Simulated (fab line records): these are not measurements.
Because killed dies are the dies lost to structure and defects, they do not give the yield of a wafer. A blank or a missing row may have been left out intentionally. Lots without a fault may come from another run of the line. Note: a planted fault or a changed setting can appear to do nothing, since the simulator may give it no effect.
Chamber matching + flow sky130 + SKY_FIELD_ISO_ETCH_17 on rie-si-01: 4 sister chambers
The step etches Si in HBr/Cl2/O2, target depth 342 nm, time 97.7 s. 4 wafers are shown with their chamber, then 11 later ones without.

## EACH WAFER AND ITS CHAMBER
| wafer  | chamber | drypump-motor-current-A (A) |
|--------|---------|-----------------------------|
| L468.5 | 0       | 6.1                         |
| L481.4 | 1       | 5.2                         |
| L481.6 | 3       | 5.8                         |
| L482.1 | 2       | 5.8                         |

## WAFERS MISSING THEIR CHAMBER
| wafer  | drypump-motor-current-A (A) |
|--------|-----------------------------|
| L482.2 | 5.8                         |
| L482.6 | 5.8                         |
| L483.1 | 6.1                         |
| L483.2 | 5.8                         |
| L483.3 | 5.8                         |
| L485.4 | 5.9                         |
| L485.5 | 5.8                         |
| L485.6 | 5.8                         |
| L487.2 | 5.8                         |
| L487.4 | 5.9                         |
| L487.5 | 5.8                         |

## WHICH CHAMBER EACH WENT THROUGH
| wafer  | from the rows above     | in truth |
|--------|-------------------------|----------|
| L482.2 | can't be placed: 2 or 3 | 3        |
| L482.6 | can't be placed: 2 or 3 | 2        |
| L483.1 | 0                       | 0        |
| L483.2 | can't be placed: 2 or 3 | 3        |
| L483.3 | can't be placed: 2 or 3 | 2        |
| L485.4 | can't be placed: 2 or 3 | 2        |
| L485.5 | can't be placed: 2 or 3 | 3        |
| L485.6 | can't be placed: 2 or 3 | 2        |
| L487.2 | can't be placed: 2 or 3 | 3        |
| L487.4 | can't be placed: 2 or 3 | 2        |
| L487.5 | can't be placed: 2 or 3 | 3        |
Placed correctly: 1 of 11. Can't be placed from these rows: 10 (the true chamber is among the candidates in 10). 0 placed wrongly.
How it was worked out, from the rows above alone: a wafer's distance from a chamber is the root of the sum, over the readings, of the square of ((its reading less the chamber's mean) divided by the reading's scatter). If the next closest chamber is less than 2 further off than the closest, the wafer can't be placed; otherwise it belongs to the closest. A chamber's mean is the mean of its shown wafers. The scatter: root of mean squared gap, hidden wafer to nearest shown wafer, with one shown wafer a chamber.
